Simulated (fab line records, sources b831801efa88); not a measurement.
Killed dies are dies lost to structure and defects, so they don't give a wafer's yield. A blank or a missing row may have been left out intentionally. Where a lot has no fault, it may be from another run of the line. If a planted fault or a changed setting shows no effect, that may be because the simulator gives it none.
fab line records -- flow gf180mcu
[record] lots = 24, wafers = 72, last_day = 34
route steps=602 shown M2@376 V2@385 V3@447 V4@492 MIM@505
lots with no fault: from the same line, run without faults
start_h: the number of hours between the record's first day and the start of the first shown wafer of the lot -- wait_h: how many hours have passed since the lot's step before this one -- " same as the row above -- L1.1+2: one row covering several wafers at once -- - no value, or no start was given -- * or withheld: withheld -- < > ~ a bound
route shown NAME@n: a module of which the file shows steps, and the number in the route of the first -- usual: mean and standard deviation over wafers with no fault -- same: alike in all rows -- chamber/n: place in a boat -- sites: readings site by site -- _std_site: standard deviation across them -- _edge_site: mean of outer sites minus mean of inner sites -- radius_mm: how far each site lies from the wafer's centre -- mask NAME#n: copy n -- behind: the most recent tool/chamber to have shaped the wafer -- hold: what put the lot on hold/how long, in hours/how the hold closed -- device: which transistor (n, p or np) failed to switch -- end of line: tests of these same wafers at the route's end -- where a step has no rows: the recipe by itself -- killed: the dies lost at the first sort to structure and to defects; this is not the yield of the wafer -- map: a wafer's dies, x killed, . not, _ none there
set.NAME: setting as actually run; set.NAME@STEP: the setting as run at that earlier step -- model.NAME: the simulator's own value behind a step, which no gauge read
one table for each step of the route and one row for each wafer, over a sample of lots
services: from which hour (start_h, from the record's first day; less than 0 if before it) a tool's chamber was out of use, for how many hours, and why
[[steps]]
[step GF_M2_CD_MEAS_14]
[recipe] target_cd_nm = 280
[usual] cd_nm = 280.2/1
lot.wafer,tool,chamber,start_h,wait_h,cd_nm
L074.3,cd_sem-02,-,442.88,0.1,279.9
L074.5,cd_sem-02,-,442.88,0.1,281.3
L074.6,cd_sem-02,-,442.88,0.1,280.3
L075.4,cd_sem-02,-,446.65,0.1,280.4
L075.5,cd_sem-02,-,446.65,0.1,279.4
L075.6,cd_sem-02,-,446.65,0.1,279.6
L076.1,cd_sem-01,-,457.09,0.1,279.5
L076.2,cd_sem-01,-,457.09,0.1,279.5
L076.4,cd_sem-01,-,457.09,0.1,280.0
L077.1,cd_sem-02,-,457.41,0.1,279.3
L077.2,cd_sem-02,-,457.41,0.1,277.9
L077.3,cd_sem-02,-,457.41,0.1,279.3
L078.2,cd_sem-01,-,483.38,0.1,279.3
L078.4,cd_sem-01,-,483.38,0.1,279.5
L078.5,cd_sem-01,-,483.38,0.1,280.6
L079.1,cd_sem-01,-,489.28,0.1,280.2
L079.2,cd_sem-01,-,489.28,0.1,279.9
L079.3,cd_sem-01,-,489.28,0.1,280.5
L080.1,cd_sem-02,-,499.86,0.1,281.6
L080.4,cd_sem-02,-,499.86,0.1,280.2
L080.5,cd_sem-02,-,499.86,0.1,282.2
L081.1,cd_sem-02,-,515.71,0.1,280.5
L081.3,cd_sem-02,-,515.71,0.1,280.3
L081.4,cd_sem-02,-,515.71,0.1,280.9
L082.2,cd_sem-01,-,524.49,0.1,281.8
L082.5,cd_sem-01,-,524.49,0.1,280.2
L082.6,cd_sem-01,-,524.49,0.1,279.8
L083.1,cd_sem-01,-,527.63,0.1,279.6
L083.2,cd_sem-01,-,527.63,0.1,280.6
L083.3,cd_sem-01,-,527.63,0.1,281.4
L084.1,cd_sem-02,-,537.51,0.2,281.4
L084.2,cd_sem-02,-,537.51,0.2,281.0
L084.6,cd_sem-02,-,537.51,0.2,280.8
L085.1,cd_sem-01,-,546.48,0.1,281.1
L085.2,cd_sem-01,-,546.48,0.1,280.6
L085.5,cd_sem-01,-,546.48,0.1,279.8
L086.3,cd_sem-02,-,552.01,0.1,280.7
L086.5,cd_sem-02,-,552.01,0.1,279.9
L086.6,cd_sem-02,-,552.01,0.1,279.3
L087.3,cd_sem-02,-,556.71,0.1,279.6
L087.5,cd_sem-02,-,556.71,0.1,278.9
L087.6,cd_sem-02,-,556.71,0.1,280.7
L089.1,cd_sem-01,-,569.82,0.1,280.1
L089.5,cd_sem-01,-,569.82,0.1,279.7
L089.6,cd_sem-01,-,569.82,0.1,280.5
L088.1,cd_sem-02,-,571.91,0.1,278.0
L088.4,cd_sem-02,-,571.91,0.1,277.8
L088.6,cd_sem-02,-,571.91,0.1,278.9
L090.1,cd_sem-01,-,577.86,0.1,278.8
L090.3,cd_sem-01,-,577.86,0.1,279.3
L090.5,cd_sem-01,-,577.86,0.1,280.7
L091.3,cd_sem-02,-,584.45,0.1,279.4
L091.4,cd_sem-02,-,584.45,0.1,280.0
L091.6,cd_sem-02,-,584.45,0.1,280.5
L092.2,cd_sem-02,-,588.59,0.1,281.2
L092.4,cd_sem-02,-,588.59,0.1,280.1
L092.6,cd_sem-02,-,588.59,0.1,280.0
L093.1,cd_sem-01,-,589.93,0.1,279.9
L093.4,cd_sem-01,-,589.93,0.1,279.4
L093.5,cd_sem-01,-,589.93,0.1,279.7
L094.4,cd_sem-02,-,602.83,0.1,280.9
L094.5,cd_sem-02,-,602.83,0.1,281.2
L094.6,cd_sem-02,-,602.83,0.1,280.4
L095.1,cd_sem-02,-,611.31,0.1,281.4
L095.4,cd_sem-02,-,611.31,0.1,282.6
L095.6,cd_sem-02,-,611.31,0.1,281.9
L096.3,cd_sem-02,-,615.72,0.1,280.0
L096.4,cd_sem-02,-,615.72,0.1,279.9
L096.5,cd_sem-02,-,615.72,0.1,281.8
L097.2,cd_sem-01,-,621.25,0.1,279.9
L097.4,cd_sem-01,-,621.25,0.1,280.3
L097.5,cd_sem-01,-,621.25,0.1,279.1
[step GF_V2_THK_MEAS_03]
[recipe] reads = SiO2_of_V2_CVD_02
[usual] V2_CVD_02_THK = 850/12
lot.wafer,tool,chamber,start_h,wait_h,V2_CVD_02_THK[nm]
L074.3,film_metro-02,-,443.86,0.1,846
L074.5,film_metro-02,-,443.86,0.1,865
L074.6,film_metro-02,-,443.86,0.1,850
L075.4,film_metro-03,-,447.63,0.0,855
L075.5,film_metro-03,-,447.63,0.0,849
L075.6,film_metro-03,-,447.63,0.0,875
L076.1,film_metro-04,-,458.10,0.0,837
L076.2,film_metro-04,-,458.10,0.0,855
L076.4,film_metro-04,-,458.10,0.0,866
L077.1,film_metro-03,-,458.41,0.0,847
L077.2,film_metro-03,-,458.41,0.0,835
L077.3,film_metro-03,-,458.41,0.0,845
L078.2,film_metro-02,-,484.38,0.0,849
L078.4,film_metro-02,-,484.38,0.0,862
L078.5,film_metro-02,-,484.38,0.0,848
L079.1,film_metro-02,-,490.32,0.0,848
L079.2,film_metro-02,-,490.32,0.0,856
L079.3,film_metro-02,-,490.32,0.0,836
L080.1,film_metro-03,-,500.93,0.0,842
L080.4,film_metro-03,-,500.93,0.0,857
L080.5,film_metro-03,-,500.93,0.0,850
L081.1,film_metro-02,-,516.83,0.0,842
L081.3,film_metro-02,-,516.83,0.0,845
L081.4,film_metro-02,-,516.83,0.0,852
L082.2,film_metro-02,-,525.48,0.0,852
L082.5,film_metro-02,-,525.48,0.0,859
L082.6,film_metro-02,-,525.48,0.0,864
L083.1,film_metro-04,-,528.67,0.0,848
L083.2,film_metro-04,-,528.67,0.0,828
L083.3,film_metro-04,-,528.67,0.0,846
L084.1,film_metro-03,-,538.51,0.0,863
L084.2,film_metro-03,-,538.51,0.0,855
L084.6,film_metro-03,-,538.51,0.0,872
L085.1,film_metro-03,-,547.52,0.0,843
L085.2,film_metro-03,-,547.52,0.0,850
L085.5,film_metro-03,-,547.52,0.0,871
L086.3,film_metro-03,-,553.08,0.1,850
L086.5,film_metro-03,-,553.08,0.1,865
L086.6,film_metro-03,-,553.08,0.1,868
L087.3,film_metro-02,-,557.69,0.1,860
L087.5,film_metro-02,-,557.69,0.1,876
L087.6,film_metro-02,-,557.69,0.1,874
L089.1,film_metro-04,-,570.84,0.0,857
L089.5,film_metro-04,-,570.84,0.0,852
L089.6,film_metro-04,-,570.84,0.0,864
L088.1,film_metro-03,-,572.92,0.0,855
L088.4,film_metro-03,-,572.92,0.0,861
L088.6,film_metro-03,-,572.92,0.0,856
L090.1,film_metro-02,-,578.97,0.0,821
L090.3,film_metro-02,-,578.97,0.0,822
L090.5,film_metro-02,-,578.97,0.0,833
L091.3,film_metro-04,-,585.46,0.1,841
L091.4,film_metro-04,-,585.46,0.1,866
L091.6,film_metro-04,-,585.46,0.1,854
L092.2,film_metro-03,-,589.66,0.0,841
L092.4,film_metro-03,-,589.66,0.0,841
L092.6,film_metro-03,-,589.66,0.0,847
L093.1,film_metro-02,-,591.00,0.0,835
L093.4,film_metro-02,-,591.00,0.0,863
L093.5,film_metro-02,-,591.00,0.0,845
L094.4,film_metro-04,-,603.96,0.1,857
L094.5,film_metro-04,-,603.96,0.1,854
L094.6,film_metro-04,-,603.96,0.1,853
L095.1,film_metro-03,-,612.32,0.0,845
L095.4,film_metro-03,-,612.32,0.0,857
L095.6,film_metro-03,-,612.32,0.0,852
L096.3,film_metro-04,-,616.78,0.1,838
L096.4,film_metro-04,-,616.78,0.1,856
L096.5,film_metro-04,-,616.78,0.1,833
L097.2,film_metro-02,-,622.25,0.0,846
L097.4,film_metro-02,-,622.25,0.0,860
L097.5,film_metro-02,-,622.25,0.0,869
[step GF_V3_STRIP_18]
[recipe] chemistry = O2/N2, power_w = 1400, pressure_mtorr = 1500, platen_temp_c = 250, o2_flow_sccm = 3000, n2_flow_sccm = 300, overash_fraction = 0.5
[usual] drypump_motor_current_A = 5.7/0.37, heater_power_w = 303/34, o2_flow_sccm = 3001/8, oes_product_au = 0.593/0.0052, platen_temp_c = 250.00/0.18
lot.wafer,tool,chamber,start_h,wait_h,drypump_motor_current_A,heater_power_w,o2_flow_sccm,oes_product_au,platen_temp_c,rf_hours_counter_h
L074.3,plasma_asher-03,1,519.99,-,6.4,241,3002,0.595,250.02,-
L074.5,plasma_asher-03,1,519.99,-,6.4,241,2996,0.597,249.88,-
L074.6,plasma_asher-03,0,519.99,-,5.3,273,2997,0.595,249.95,-
L075.4,plasma_asher-03,1,524.22,-,6.4,235,3006,0.592,250.19,-
L075.5,plasma_asher-03,0,524.22,-,5.3,276,3010,0.599,250.04,-
L075.6,plasma_asher-03,1,524.22,-,6.4,236,3012,0.585,250.12,-
L076.1,plasma_asher-01,0,533.62,-,5.5,303,3013,0.591,249.91,10
L076.2,plasma_asher-01,1,533.62,-,5.5,322,3002,0.597,250.19,10
L076.4,plasma_asher-01,0,533.62,-,5.5,291,3000,0.599,250.20,-
L077.1,plasma_asher-04,1,533.97,-,5.4,356,3017,0.596,250.00,78
L077.2,plasma_asher-04,0,533.97,-,6.0,304,3009,0.596,250.09,78
L077.3,plasma_asher-04,1,533.97,-,5.4,351,3003,0.583,249.83,-
L078.2,plasma_asher-01,0,558.18,-,5.5,305,3004,0.596,250.11,13
L078.4,plasma_asher-01,0,558.18,-,5.5,309,3004,0.597,249.93,-
L078.5,plasma_asher-01,1,558.18,-,5.6,326,3007,0.588,250.26,-
L079.1,plasma_asher-01,0,563.32,-,5.5,304,2994,0.580,249.96,13
L079.2,plasma_asher-01,1,563.32,-,5.5,336,3003,0.604,250.07,13
L079.3,plasma_asher-01,0,563.32,-,5.5,294,2986,0.594,250.15,-
L080.1,plasma_asher-01,0,573.33,-,5.5,296,2999,0.590,250.20,14
L080.4,plasma_asher-01,0,573.33,-,5.5,301,2995,0.588,249.91,-
L080.5,plasma_asher-01,1,573.33,-,5.6,332,2994,0.593,249.81,-
L081.1,plasma_asher-01,0,588.68,-,5.5,307,2996,0.591,250.06,16
L081.3,plasma_asher-01,0,588.68,-,5.5,292,2996,0.586,250.02,-
L081.4,plasma_asher-01,1,588.68,-,5.5,331,3002,0.595,249.96,-
L082.2,plasma_asher-01,0,595.38,-,5.5,301,2990,0.599,249.87,17
L082.5,plasma_asher-01,1,595.38,-,5.6,327,2985,0.592,249.91,-
L082.6,plasma_asher-01,0,595.38,-,5.5,306,2994,0.592,249.67,-
L083.1,plasma_asher-04,1,598.92,-,5.4,352,2999,0.598,250.29,84
L083.2,plasma_asher-04,0,598.92,-,6.0,312,2991,0.590,249.57,84
L083.3,plasma_asher-04,0,598.92,-,6.0,313,3014,0.588,249.70,-
L084.1,plasma_asher-03,0,606.70,-,5.3,275,3003,0.597,249.99,51
L084.2,plasma_asher-03,1,606.70,-,6.4,249,2998,0.587,249.72,51
L084.6,plasma_asher-03,0,606.70,-,5.3,277,3011,0.589,249.84,-
L085.1,plasma_asher-04,1,615.02,-,5.4,355,2989,0.591,250.00,86
L085.2,plasma_asher-04,0,615.02,-,6.0,302,3004,0.604,249.92,86
L085.5,plasma_asher-04,1,615.02,-,5.4,357,3005,0.594,250.09,-
L086.3,plasma_asher-01,0,621.03,-,5.5,301,2983,0.594,249.70,-
L086.5,plasma_asher-01,0,621.03,-,5.5,300,3001,0.586,250.05,-
L086.6,plasma_asher-01,1,621.03,-,5.6,329,3016,0.584,250.09,-
L087.3,plasma_asher-03,1,624.93,-,6.4,239,3013,0.596,250.13,-
L087.5,plasma_asher-03,1,624.93,-,6.4,241,3014,0.590,250.18,-
L087.6,plasma_asher-03,0,624.93,-,5.3,269,3003,0.602,250.07,-
L089.1,plasma_asher-03,1,636.08,-,6.4,241,3003,0.595,249.94,54
L089.5,plasma_asher-03,0,636.08,-,5.2,277,2999,0.593,249.92,-
L089.6,plasma_asher-03,1,636.08,-,6.4,238,3008,0.595,250.02,-
L088.1,plasma_asher-04,0,638.67,-,6.0,313,3010,0.601,250.03,88
L088.4,plasma_asher-04,1,638.67,-,5.4,360,3009,0.595,249.95,-
L088.6,plasma_asher-04,0,638.67,-,6.0,307,3003,0.595,249.92,-
L090.1,plasma_asher-03,1,643.44,-,6.4,233,2994,0.590,250.15,54
L090.3,plasma_asher-03,1,643.44,-,6.4,243,2999,0.597,250.02,-
L090.5,plasma_asher-03,1,643.44,-,6.4,246,3005,0.581,250.02,-
L091.3,plasma_asher-01,1,650.58,-,5.6,332,3005,0.598,249.96,-
L091.4,plasma_asher-01,0,650.58,-,5.5,305,2995,0.597,249.81,-
L091.6,plasma_asher-01,0,650.58,-,5.5,300,2995,0.598,250.18,-
L092.2,plasma_asher-01,1,654.67,-,5.6,324,2992,0.579,250.29,23
L092.4,plasma_asher-01,1,654.67,-,5.6,325,2983,0.591,250.19,-
L092.6,plasma_asher-01,0,654.67,-,5.5,295,3005,0.591,249.81,-
L093.1,plasma_asher-04,0,656.52,-,6.0,316,2995,0.598,249.79,90
L093.4,plasma_asher-04,0,656.52,-,6.0,307,3002,0.596,249.65,-
L093.5,plasma_asher-04,1,656.52,-,5.4,359,3003,0.593,249.99,-
L094.4,plasma_asher-01,0,667.27,-,5.5,297,3000,0.589,250.06,-
L094.5,plasma_asher-01,1,667.27,-,5.6,321,3005,0.594,250.18,-
L094.6,plasma_asher-01,0,667.27,-,5.5,298,3002,0.592,249.65,-
L095.1,plasma_asher-01,0,675.16,-,5.5,300,2995,0.598,249.87,25
L095.4,plasma_asher-01,0,675.16,-,5.5,301,2992,0.594,250.15,-
L095.6,plasma_asher-01,0,675.16,-,5.5,304,2998,0.592,249.70,-
L096.3,plasma_asher-04,0,679.77,-,6.0,314,2991,0.598,250.11,-
L096.4,plasma_asher-04,1,679.77,-,5.4,358,2997,0.598,249.70,-
L096.5,plasma_asher-04,0,679.77,-,6.0,319,2991,0.591,250.06,-
L097.2,plasma_asher-03,1,685.88,-,6.4,240,3006,0.590,249.80,57
L097.4,plasma_asher-03,0,685.88,-,5.3,276,3002,0.591,250.41,-
L097.5,plasma_asher-03,0,685.88,-,5.3,275,2998,0.599,250.03,-
[step GF_V4_ETCH_16]
[recipe] chemistry = N2/H2, target_depth_a = withheld, overetch_a = withheld, time_s = withheld, target = BARC, ion_energy_ev = 200, source_w = 500, bias_w = 100, pressure_mtorr = 30, n2_flow_sccm = 100, h2_flow_sccm = 200
[usual] drypump_motor_current_A = 5.9/0.38, oes_product_au = 0.854/0.0048, throttle_valve_pct = 13.224/0.0094
lot.wafer,tool,chamber,start_h,wait_h,drypump_motor_current_A,oes_product_au,throttle_valve_pct
L074.3,rie_diel-01,2,568.85,0.0,5.4,0.854,13.216
L074.5,rie_diel-01,2,568.85,0.0,5.5,0.849,13.222
L074.6,rie_diel-01,1,568.85,0.0,5.2,0.857,13.215
L075.4,rie_diel-02,1,572.85,0.0,6.3,0.852,13.213
L075.5,rie_diel-02,3,572.85,0.0,6.2,0.855,13.243
L075.6,rie_diel-02,0,572.85,0.0,5.7,0.849,13.224
L076.1,rie_diel-03,2,581.19,0.0,6.5,0.856,13.227
L076.2,rie_diel-03,0,581.19,0.0,5.7,0.846,13.225
L076.4,rie_diel-03,1,581.19,0.0,5.9,0.859,13.234
L077.1,rie_diel-01,3,582.14,0.0,6.5,0.849,13.210
L077.2,rie_diel-01,1,582.14,0.0,5.2,0.858,13.225
L077.3,rie_diel-01,2,582.14,0.0,5.4,0.860,13.213
L078.2,rie_diel-02,0,603.36,0.0,5.7,0.846,13.229
L078.4,rie_diel-02,3,603.36,0.0,6.2,0.849,13.234
L078.5,rie_diel-02,1,603.36,0.0,6.3,0.851,13.221
L079.1,rie_diel-02,1,608.74,0.0,6.3,0.863,13.215
L079.2,rie_diel-02,3,608.74,0.0,6.2,0.857,13.229
L079.3,rie_diel-02,0,608.74,0.0,5.7,0.847,13.236
L080.1,rie_diel-02,0,619.09,0.0,5.7,0.854,13.231
L080.4,rie_diel-02,3,619.09,0.0,6.2,0.857,13.228
L080.5,rie_diel-02,3,619.09,0.0,6.2,0.858,13.218
L081.1,rie_diel-02,2,632.10,0.0,5.5,0.857,13.217
L081.3,rie_diel-02,1,632.10,0.0,6.3,0.857,13.222
L081.4,rie_diel-02,3,632.10,0.0,6.2,0.857,13.210
L082.2,rie_diel-02,3,639.06,0.0,6.2,0.851,13.231
L082.5,rie_diel-02,0,639.06,0.0,5.7,0.855,13.217
L082.6,rie_diel-02,1,639.06,0.0,6.3,0.859,13.234
L083.1,rie_diel-02,2,642.84,0.0,5.5,0.853,13.221
L083.2,rie_diel-02,0,642.84,0.0,5.7,0.855,13.227
L083.3,rie_diel-02,1,642.84,0.0,6.3,0.860,13.210
L084.1,rie_diel-02,2,650.69,0.0,5.5,0.849,13.220
L084.2,rie_diel-02,0,650.69,0.0,5.7,0.857,13.216
L084.6,rie_diel-02,3,650.69,0.0,6.2,0.859,13.248
L085.1,rie_diel-03,2,657.94,0.0,6.5,0.855,13.234
L085.2,rie_diel-03,0,657.94,0.0,5.7,0.845,13.209
L085.5,rie_diel-03,1,657.94,0.0,5.8,0.857,13.216
L086.3,rie_diel-02,2,664.06,0.0,5.5,0.857,13.242
L086.5,rie_diel-02,2,664.06,0.0,5.5,0.859,13.226
L086.6,rie_diel-02,3,664.06,0.0,6.2,0.853,13.229
L087.3,rie_diel-02,3,667.45,0.0,6.2,0.850,13.227
L087.5,rie_diel-02,3,667.45,0.0,6.2,0.853,13.230
L087.6,rie_diel-02,2,667.45,0.0,5.5,0.850,13.210
L089.1,rie_diel-01,2,678.44,0.0,5.4,0.853,13.237
L089.5,rie_diel-01,2,678.44,0.0,5.5,0.857,13.225
L089.6,rie_diel-01,1,678.44,0.0,5.2,0.852,13.242
L088.1,rie_diel-01,3,680.98,0.0,6.4,0.849,13.242
L088.4,rie_diel-01,1,680.98,0.0,5.2,0.857,13.228
L088.6,rie_diel-01,2,680.98,0.0,5.5,0.862,13.219
L090.1,rie_diel-01,3,685.40,0.0,6.5,0.856,13.212
L090.3,rie_diel-01,2,685.40,0.0,5.5,0.857,13.216
L090.5,rie_diel-01,2,685.40,0.0,5.5,0.857,13.236
L091.3,rie_diel-02,1,693.27,0.0,6.3,0.851,13.205
L091.4,rie_diel-02,3,693.27,0.0,6.2,0.858,13.218
L091.6,rie_diel-02,1,693.27,0.0,6.3,0.849,13.225
L092.2,rie_diel-02,1,695.64,0.0,6.3,0.855,13.232
L092.4,rie_diel-02,2,695.64,0.0,5.5,0.857,13.222
L092.6,rie_diel-02,1,695.64,0.0,6.3,0.855,13.199
L093.1,rie_diel-02,1,697.61,0.0,6.3,0.859,13.227
L093.4,rie_diel-02,2,697.61,0.0,5.5,0.858,13.227
L093.5,rie_diel-02,0,697.61,0.0,5.7,0.856,13.218
L094.4,rie_diel-03,2,708.45,0.0,6.5,0.858,13.217
L094.5,rie_diel-03,0,708.45,0.0,5.7,0.852,13.226
L094.6,rie_diel-03,1,708.45,0.0,5.9,0.849,13.225
L095.1,rie_diel-03,1,715.39,0.0,5.9,0.858,13.227
L095.4,rie_diel-03,2,715.39,0.0,6.5,0.847,13.210
L095.6,rie_diel-03,1,715.39,0.0,5.9,0.852,13.230
L096.3,rie_diel-03,3,718.90,0.0,5.7,0.857,13.233
L096.4,rie_diel-03,2,718.90,0.0,6.5,0.865,13.230
L096.5,rie_diel-03,0,718.90,0.0,5.7,0.860,13.231
L097.2,rie_diel-02,0,725.41,0.0,5.7,0.858,13.242
L097.4,rie_diel-02,1,725.41,0.0,6.3,0.846,13.233
L097.5,rie_diel-02,2,725.41,0.0,5.5,0.853,13.220
[step GF_V4_THK_MEAS_25]
[recipe] thk_meas_gauge = xrf, reads = W_of_V4_CVD_23
[usual] V4_W_THK = 365/5.9
lot.wafer,tool,chamber,start_h,wait_h,V4_W_THK[nm]
L074.3,film_metro-02,-,569.90,0.1,355
L074.5,film_metro-02,-,569.90,0.1,364
L074.6,film_metro-02,-,569.90,0.1,359
L075.4,film_metro-04,-,573.89,0.1,360
L075.5,film_metro-04,-,573.89,0.1,366
L075.6,film_metro-04,-,573.89,0.1,364
L076.1,film_metro-03,-,582.22,0.1,382
L076.2,film_metro-03,-,582.22,0.1,381
L076.4,film_metro-03,-,582.22,0.1,376
L077.1,film_metro-03,-,583.14,0.1,374
L077.2,film_metro-03,-,583.14,0.1,373
L077.3,film_metro-03,-,583.14,0.1,375
L078.2,film_metro-02,-,604.57,0.1,356
L078.4,film_metro-02,-,604.57,0.1,351
L078.5,film_metro-02,-,604.57,0.1,352
L079.1,film_metro-03,-,609.77,0.1,370
L079.2,film_metro-03,-,609.77,0.1,366
L079.3,film_metro-03,-,609.77,0.1,374
L080.1,film_metro-04,-,620.11,0.1,368
L080.4,film_metro-04,-,620.11,0.1,369
L080.5,film_metro-04,-,620.11,0.1,367
L081.1,film_metro-03,-,633.18,0.1,376
L081.3,film_metro-03,-,633.18,0.1,372
L081.4,film_metro-03,-,633.18,0.1,371
L082.2,film_metro-04,-,640.44,0.1,364
L082.5,film_metro-04,-,640.44,0.1,365
L082.6,film_metro-04,-,640.44,0.1,362
L083.1,film_metro-03,-,643.96,0.1,365
L083.2,film_metro-03,-,643.96,0.1,370
L083.3,film_metro-03,-,643.96,0.1,367
L084.1,film_metro-04,-,651.84,0.1,363
L084.2,film_metro-04,-,651.84,0.1,365
L084.6,film_metro-04,-,651.84,0.1,362
L085.1,film_metro-02,-,658.99,0.1,366
L085.2,film_metro-02,-,658.99,0.1,366
L085.5,film_metro-02,-,658.99,0.1,368
L086.3,film_metro-02,-,665.11,0.1,356
L086.5,film_metro-02,-,665.11,0.1,357
L086.6,film_metro-02,-,665.11,0.1,357
L087.3,film_metro-02,-,668.48,0.1,369
L087.5,film_metro-02,-,668.48,0.1,364
L087.6,film_metro-02,-,668.48,0.1,367
L089.1,film_metro-03,-,679.43,0.1,371
L089.5,film_metro-03,-,679.43,0.1,369
L089.6,film_metro-03,-,679.43,0.1,373
L088.1,film_metro-04,-,681.98,0.1,367
L088.4,film_metro-04,-,681.98,0.1,365
L088.6,film_metro-04,-,681.98,0.1,359
L090.1,film_metro-04,-,686.43,0.1,357
L090.3,film_metro-04,-,686.43,0.1,362
L090.5,film_metro-04,-,686.43,0.1,361
L091.3,film_metro-04,-,694.36,0.1,365
L091.4,film_metro-04,-,694.36,0.1,360
L091.6,film_metro-04,-,694.36,0.1,361
L092.2,film_metro-04,-,696.68,0.1,368
L092.4,film_metro-04,-,696.68,0.1,363
L092.6,film_metro-04,-,696.68,0.1,362
L093.1,film_metro-04,-,698.61,0.1,359
L093.4,film_metro-04,-,698.61,0.1,360
L093.5,film_metro-04,-,698.61,0.1,359
L094.4,film_metro-03,-,709.48,0.1,366
L094.5,film_metro-03,-,709.48,0.1,361
L094.6,film_metro-03,-,709.48,0.1,364
L095.1,film_metro-04,-,716.38,0.1,366
L095.4,film_metro-04,-,716.38,0.1,365
L095.6,film_metro-04,-,716.38,0.1,365
L096.3,film_metro-04,-,720.04,0.1,367
L096.4,film_metro-04,-,720.04,0.1,366
L096.5,film_metro-04,-,720.04,0.1,365
L097.2,film_metro-02,-,726.42,0.1,366
L097.4,film_metro-02,-,726.42,0.1,361
L097.5,film_metro-02,-,726.42,0.1,361
[step GF_MIM_SPUTTER_02]
[recipe] material = AlCu, target_thk_nm = 450, power_w = 10600, time_s = 23.9, chamber_pressure_pa = 0.4
[usual] throttle_valve_pct = 29.9/1.3
lot.wafer,tool,chamber,start_h,wait_h,throttle_valve_pct
L074.3,pvd_sputter-04,-,570.37,0.0,30.6
L074.5,pvd_sputter-04,-,570.37,0.0,30.6
L074.6,pvd_sputter-04,-,570.37,0.0,30.6
L075.4,pvd_sputter-04,-,574.35,0.0,30.8
L075.5,pvd_sputter-04,-,574.35,0.0,30.5
L075.6,pvd_sputter-04,-,574.35,0.0,30.5
L076.1,pvd_sputter-03,-,582.71,0.0,30.1
L076.2,pvd_sputter-03,-,582.71,0.0,30.5
L076.4,pvd_sputter-03,-,582.71,0.0,32.7
L077.1,pvd_sputter-03,-,583.63,0.0,30.2
L077.2,pvd_sputter-03,-,583.63,0.0,28.1
L077.3,pvd_sputter-03,-,583.63,0.0,32.5
L078.2,pvd_sputter-03,-,605.05,0.0,28.3
L078.4,pvd_sputter-03,-,605.05,0.0,32.8
L078.5,pvd_sputter-03,-,605.05,0.0,28.3
L079.1,pvd_sputter-04,-,610.26,0.0,30.9
L079.2,pvd_sputter-04,-,610.26,0.0,29.2
L079.3,pvd_sputter-04,-,610.26,0.0,28.7
L080.1,pvd_sputter-04,-,620.61,0.0,30.8
L080.4,pvd_sputter-04,-,620.61,0.0,30.4
L080.5,pvd_sputter-04,-,620.61,0.0,30.8
L081.1,pvd_sputter-03,-,633.67,0.0,30.4
L081.3,pvd_sputter-03,-,633.67,0.0,28.2
L081.4,pvd_sputter-03,-,633.67,0.0,32.8
L082.2,pvd_sputter-02,-,640.92,0.0,29.6
L082.5,pvd_sputter-02,-,640.92,0.0,29.5
L082.6,pvd_sputter-02,-,640.92,0.0,29.1
L083.1,pvd_sputter-04,-,644.45,0.0,28.9
L083.2,pvd_sputter-04,-,644.45,0.0,30.2
L083.3,pvd_sputter-04,-,644.45,0.0,28.9
L084.1,pvd_sputter-04,-,652.99,0.0,30.5
L084.2,pvd_sputter-04,-,652.99,0.0,30.7
L084.6,pvd_sputter-04,-,652.99,0.0,30.4
L085.1,pvd_sputter-04,-,660.18,0.0,30.4
L085.2,pvd_sputter-04,-,660.18,0.0,28.8
L085.5,pvd_sputter-04,-,660.18,0.0,29.2
L086.3,pvd_sputter-02,-,665.59,0.0,28.2
L086.5,pvd_sputter-02,-,665.59,0.0,29.5
L086.6,pvd_sputter-02,-,665.59,0.0,29.6
L087.3,pvd_sputter-04,-,669.07,0.0,31.0
L087.5,pvd_sputter-04,-,669.07,0.0,30.8
L087.6,pvd_sputter-04,-,669.07,0.0,28.7
L089.1,pvd_sputter-03,-,679.92,0.0,30.4
L089.5,pvd_sputter-03,-,679.92,0.0,30.4
L089.6,pvd_sputter-03,-,679.92,0.0,30.1
L088.1,pvd_sputter-02,-,682.47,0.0,29.6
L088.4,pvd_sputter-02,-,682.47,0.0,28.1
L088.6,pvd_sputter-02,-,682.47,0.0,29.7
L090.1,pvd_sputter-04,-,686.92,0.0,30.5
L090.3,pvd_sputter-04,-,686.92,0.0,30.4
L090.5,pvd_sputter-04,-,686.92,0.0,28.9
L091.3,pvd_sputter-03,-,694.83,0.0,30.0
L091.4,pvd_sputter-03,-,694.83,0.0,30.3
L091.6,pvd_sputter-03,-,694.83,0.0,30.0
L092.2,pvd_sputter-03,-,697.16,0.0,30.2
L092.4,pvd_sputter-03,-,697.16,0.0,30.7
L092.6,pvd_sputter-03,-,697.16,0.0,29.9
L093.1,pvd_sputter-03,-,699.34,0.0,30.7
L093.4,pvd_sputter-03,-,699.34,0.0,32.8
L093.5,pvd_sputter-03,-,699.34,0.0,32.6
L094.4,pvd_sputter-03,-,709.94,0.0,30.1
L094.5,pvd_sputter-03,-,709.94,0.0,30.7
L094.6,pvd_sputter-03,-,709.94,0.0,28.3
L095.1,pvd_sputter-04,-,717.16,0.0,30.7
L095.4,pvd_sputter-04,-,717.16,0.0,30.7
L095.6,pvd_sputter-04,-,717.16,0.0,28.8
L096.3,pvd_sputter-03,-,720.51,0.0,30.5
L096.4,pvd_sputter-03,-,720.51,0.0,30.0
L096.5,pvd_sputter-03,-,720.51,0.0,30.5
L097.2,pvd_sputter-04,-,726.90,0.0,28.8
L097.4,pvd_sputter-04,-,726.90,0.0,28.8
L097.5,pvd_sputter-04,-,726.90,0.0,29.0
[[services]]
tool,chamber,start_h,hours,kind
rie_diel-03,0,517.50,3.3,repair
rie_diel-03,2,521.09,6.2,repair
rie_diel-02,-,527.52,1.0,repair
rie_diel-02,3,542.03,-,clean
rie_diel-02,3,542.03,14.4,scheduled_down
rie_diel-02,3,542.03,14.4,vent_cycle
rie_diel-03,1,543.43,29.6,repair
rie_diel-03,0,557.79,5.5,repair
plasma_asher-04,-,564.87,0.8,repair
rie_diel-01,0,578.84,7.4,repair
plasma_asher-04,-,580.37,5.7,repair
pvd_sputter-03,3,594.98,-,consumable_replace:kit
rie_diel-01,0,630.49,126.8,repair
rie_diel-03,-,637.10,14.6,pm
rie_diel-02,3,643.07,2.5,repair
plasma_asher-03,-,649.76,20.9,pm
plasma_asher-01,-,657.11,4.0,pm
pvd_sputter-04,-,670.17,7.5,repair
rie_diel-03,-,671.24,0.2,repair
rie_diel-03,0,673.06,4.4,repair
plasma_asher-04,-,685.30,1.2,repair
plasma_asher-03,-,701.59,1.7,repair
plasma_asher-04,-,704.19,4.0,pm
rie_diel-03,2,725.82,6.0,repair
[[key]]
fault none
